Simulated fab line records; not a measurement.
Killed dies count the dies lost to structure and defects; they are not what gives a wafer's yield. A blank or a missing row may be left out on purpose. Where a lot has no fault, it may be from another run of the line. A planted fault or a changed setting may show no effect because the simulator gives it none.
What tool caused it? || flow gf180mcu || 39 wafers from 13 lots sampled at 5 of the route's 602 steps

## WHAT THE GAUGES SHOWED, per wafer
GF_HV_LDD_TW_MEAS_50.
{"lot": "L179", "measured": "day 12 13:25", "on": "film metro-03", "HV_LDD_4_TW": "569.2 571.2 569.9"}
{"lot": "L180", "measured": "day 12 21:37", "on": "film metro-03", "HV_LDD_4_TW": "572.8 570.9 570.8"}
{"lot": "L181", "measured": "day 13 01:26", "on": "film metro-03", "HV_LDD_4_TW": "569.6 564.5 569.3"}
{"lot": "L182", "measured": "day 13 13:04", "on": "film metro-04", "HV_LDD_4_TW": "574.7 574.1 572.5"}
{"lot": "L184", "measured": "day 13 20:53", "on": "film metro-04", "HV_LDD_4_TW": "575.4 574.7 571.0"}
{"lot": "L187", "measured": "day 15 01:58", "on": "film metro-01", "HV_LDD_4_TW": "569.3 565.0 565.2"}
{"lot": "L188", "measured": "day 15 05:16", "on": "film metro-04", "HV_LDD_4_TW": "571.6 571.3 572.3"}
{"lot": "L197", "measured": "day 18 10:25", "on": "film metro-04", "HV_LDD_4_TW": "572.6 571.6 567.6"}
{"lot": "L198", "measured": "day 18 18:38", "on": "film metro-04", "HV_LDD_4_TW": "569.0 571.6 571.0"}
{"lot": "L199", "measured": "day 19 00:35", "on": "film metro-03", "HV_LDD_4_TW": "571.7 570.1 572.2"}
{"lot": "L200", "measured": "day 19 07:31", "on": "film metro-04", "HV_LDD_4_TW": "573.0 570.2 564.7"}
{"lot": "L201", "measured": "day 19 18:08", "on": "film metro-01", "HV_LDD_4_TW": "571.0 568.5 566.4"}
{"lot": "L202", "measured": "day 20 08:59", "on": "film metro-04", "HV_LDD_4_TW": "569.2 569.6 569.5"}

GF_HV_LDD_THK_MEAS_57.
{"lot": "L179", "measured": "day 12 16:13", "on": "film metro-03", "HV_LDD_CVD_56_THK (nm)": "89.4 89.2 90.2"}
{"lot": "L180", "measured": "day 13 00:35", "on": "film metro-03", "HV_LDD_CVD_56_THK (nm)": "89.6 89.0 89.8"}
{"lot": "L181", "measured": "day 13 04:14", "on": "film metro-03", "HV_LDD_CVD_56_THK (nm)": "88.5 88.5 88.9"}
{"lot": "L182", "measured": "day 13 16:43", "on": "film metro-03", "HV_LDD_CVD_56_THK (nm)": "91.1 91.4 91.6"}
{"lot": "L184", "measured": "day 13 23:42", "on": "film metro-04", "HV_LDD_CVD_56_THK (nm)": "90.2 90.7 91.0"}
{"lot": "L187", "measured": "day 15 05:17", "on": "film metro-01", "HV_LDD_CVD_56_THK (nm)": "89.8 89.5 88.9"}
{"lot": "L188", "measured": "day 15 08:05", "on": "film metro-01", "HV_LDD_CVD_56_THK (nm)": "91.4 91.5 91.6"}
{"lot": "L197", "measured": "day 18 13:14", "on": "film metro-01", "HV_LDD_CVD_56_THK (nm)": "89.1 89.0 89.3"}
{"lot": "L198", "measured": "day 18 21:27", "on": "film metro-01", "HV_LDD_CVD_56_THK (nm)": "89.1 90.1 89.8"}
{"lot": "L199", "measured": "day 19 03:23", "on": "film metro-01", "HV_LDD_CVD_56_THK (nm)": "90.3 89.7 90.0"}
{"lot": "L200", "measured": "day 19 10:20", "on": "film metro-03", "HV_LDD_CVD_56_THK (nm)": "88.2 88.2 88.6"}
{"lot": "L201", "measured": "day 19 20:57", "on": "film metro-01", "HV_LDD_CVD_56_THK (nm)": "91.3 91.1 90.4"}
{"lot": "L202", "measured": "day 20 11:47", "on": "film metro-01", "HV_LDD_CVD_56_THK (nm)": "89.9 88.7 89.8"}

GF_SAB_THK_MEAS_01.
{"lot": "L179", "measured": "day 14 09:39", "on": "film metro-02", "SAB_CVD_00_THK (nm)": "50.1 50.4 51.3"}
{"lot": "L180", "measured": "day 14 19:15", "on": "film metro-02", "SAB_CVD_00_THK (nm)": "49.9 50.9 50.4"}
{"lot": "L181", "measured": "day 14 22:41", "on": "film metro-04", "SAB_CVD_00_THK (nm)": "50.2 50.0 50.4"}
{"lot": "L182", "measured": "day 15 12:07", "on": "film metro-04", "SAB_CVD_00_THK (nm)": "48.7 49.6 49.3"}
{"lot": "L184", "measured": "day 15 18:59", "on": "film metro-02", "SAB_CVD_00_THK (nm)": "50.3 50.4 51.5"}
{"lot": "L187", "measured": "day 17 02:50", "on": "film metro-04", "SAB_CVD_00_THK (nm)": "49.5 50.7 48.2 49.5 50.7 48.2"}
{"lot": "L188", "measured": "day 17 06:42", "on": "film metro-02", "SAB_CVD_00_THK (nm)": "48.9 50.0 49.8"}
{"lot": "L197", "measured": "day 20 15:54", "on": "film metro-02", "SAB_CVD_00_THK (nm)": "49.8 50.1 50.9"}
{"lot": "L198", "measured": "day 20 23:33", "on": "film metro-02", "SAB_CVD_00_THK (nm)": "50.4 50.4 49.9"}
{"lot": "L199", "measured": "day 21 04:15", "on": "film metro-04", "SAB_CVD_00_THK (nm)": "49.0 49.3 49.7"}
{"lot": "L200", "measured": "day 21 11:45", "on": "film metro-02", "SAB_CVD_00_THK (nm)": "49.7 49.5 50.6"}
{"lot": "L201", "measured": "day 21 22:20", "on": "film metro-04", "SAB_CVD_00_THK (nm)": "49.3 49.8 50.2"}
{"lot": "L202", "measured": "day 22 11:49", "on": "film metro-04", "SAB_CVD_00_THK (nm)": "50.2 50.3 50.7"}

GF_SALICIDE_RS_MEAS_04: a four-point-probe measurement.
{"lot": "L179", "measured": "day 15 07:29", "on": "film metro-03", "SALICIDE_TIN_RS (ohm/sq)": "16.79 17.06 16.76"}
{"lot": "L180", "measured": "day 15 17:35", "on": "film metro-04", "SALICIDE_TIN_RS (ohm/sq)": "16.51 16.55 16.02"}
{"lot": "L181", "measured": "day 15 20:29", "on": "film metro-02", "SALICIDE_TIN_RS (ohm/sq)": "15.89 16.18 15.86"}
{"lot": "L182", "measured": "day 16 11:23", "on": "film metro-04", "SALICIDE_TIN_RS (ohm/sq)": "16.42 16.41 16.23"}
{"lot": "L184", "measured": "day 16 18:46", "on": "film metro-02", "SALICIDE_TIN_RS (ohm/sq)": "16.44 16.08 16.34"}
{"lot": "L187", "measured": "day 18 02:43", "on": "film metro-03", "SALICIDE_TIN_RS (ohm/sq)": "16.64 15.95 16.58"}
{"lot": "L188", "measured": "day 18 06:43", "on": "film metro-03", "SALICIDE_TIN_RS (ohm/sq)": "16.57 16.58 16.73"}
{"lot": "L197", "measured": "day 21 16:14", "on": "film metro-04", "SALICIDE_TIN_RS (ohm/sq)": "16.41 16.45 16.44"}
{"lot": "L198", "measured": "day 21 23:12", "on": "film metro-03", "SALICIDE_TIN_RS (ohm/sq)": "16.64 16.01 16.29"}
{"lot": "L199", "measured": "day 22 04:31", "on": "film metro-03", "SALICIDE_TIN_RS (ohm/sq)": "16.65 16.41 16.38"}
{"lot": "L200", "measured": "day 22 11:41", "on": "film metro-03", "SALICIDE_TIN_RS (ohm/sq)": "16.68 16.26 16.70"}
{"lot": "L201", "measured": "day 22 21:16", "on": "film metro-02", "SALICIDE_TIN_RS (ohm/sq)": "16.52 16.53 16.15"}
{"lot": "L202", "measured": "day 23 10:56", "on": "film metro-02", "SALICIDE_TIN_RS (ohm/sq)": "16.44 16.38 16.54"}

## WHICH TOOL RAN EACH LOT (tool, then ch and the chambers of the sampled wafers, then the start)
{"lot": "L179", "GF_SAB_CVD_00": "pecvd-04 ch 0,2, day 14 09:38"}
{"lot": "L180", "GF_SAB_CVD_00": "pecvd-04 ch 0,1,2, day 14 19:13"}
{"lot": "L181", "GF_SAB_CVD_00": "pecvd-01 ch 0,2, day 14 22:39"}
{"lot": "L182", "GF_SAB_CVD_00": "pecvd-03 ch 0,1,2, day 15 12:05"}
{"lot": "L184", "GF_SAB_CVD_00": "pecvd-03 ch 1,2, day 15 18:58"}
{"lot": "L187", "GF_SAB_CVD_00": "pecvd-01 ch 1,2, day 17 02:47"}
{"lot": "L188", "GF_SAB_CVD_00": "pecvd-03 ch 0,1, day 17 06:40"}
{"lot": "L197", "GF_SAB_CVD_00": "pecvd-01 ch 1,2, day 20 15:52"}
{"lot": "L198", "GF_SAB_CVD_00": "pecvd-01 ch 0,2, day 20 23:30"}
{"lot": "L199", "GF_SAB_CVD_00": "pecvd-03 ch 1,2, day 21 04:14"}
{"lot": "L200", "GF_SAB_CVD_00": "pecvd-04 ch 0,2, day 21 11:40"}
{"lot": "L201", "GF_SAB_CVD_00": "pecvd-04 ch 0,2, day 21 22:18"}
{"lot": "L202", "GF_SAB_CVD_00": "pecvd-03 ch 0,1, day 22 11:47"}
- GF_SAB_CVD_00: deposits SiO2 from TEOS, target thk 50 nm, time 4.9302 s.

## WHAT THE TOOLS THEMSELVES READ (means of the sampled wafers that have a number; where no wafer has one, the mark that the record gives instead)
GF_SAB_CVD_00.
{"lot": "L179", "tool": "pecvd-04", "heater power w (W)": 713}
{"lot": "L180", "tool": "pecvd-04", "heater power w (W)": 706}
{"lot": "L181", "tool": "pecvd-01", "heater power w (W)": 804}
{"lot": "L182", "tool": "pecvd-03", "heater power w (W)": 693}
{"lot": "L184", "tool": "pecvd-03", "heater power w (W)": 693}
{"lot": "L187", "tool": "pecvd-01", "heater power w (W)": 694}
{"lot": "L188", "tool": "pecvd-03", "heater power w (W)": 629}
{"lot": "L197", "tool": "pecvd-01", "heater power w (W)": 659}
{"lot": "L198", "tool": "pecvd-01", "heater power w (W)": 819}
{"lot": "L199", "tool": "pecvd-03", "heater power w (W)": 719}
{"lot": "L200", "tool": "pecvd-04", "heater power w (W)": 654}
{"lot": "L201", "tool": "pecvd-04", "heater power w (W)": 765}
{"lot": "L202", "tool": "pecvd-03", "heater power w (W)": 802}

## THE ANSWER, worked out from the rows above alone
Rule: the usual values come from the lots themselves. Put in order of their means at a reading, lots are off if they are a third of the lots or fewer, leave a main group of 4 or more, and stand apart from it by a gap of 3 or more times the standard deviation of the main group's means; of several such gaps the widest counts. If all means in a main group match to the digits the tables above print for the reading, that group is not used. Also off: a lot with no number at a reading for which 4 or more lots have one. Any other lot the step has rows for is counted as sound. Order of review: gauges by route order, followed by the tools' own readings, for which a lot's mean as printed above is used. At the first step where some lot is off, the reading lying furthest off is the one used; lots without a number count as furthest.
None of the lots is off at any reading shown; this tells nothing.

## WHAT HAD BEEN PUT IN BY THE SIMULATOR
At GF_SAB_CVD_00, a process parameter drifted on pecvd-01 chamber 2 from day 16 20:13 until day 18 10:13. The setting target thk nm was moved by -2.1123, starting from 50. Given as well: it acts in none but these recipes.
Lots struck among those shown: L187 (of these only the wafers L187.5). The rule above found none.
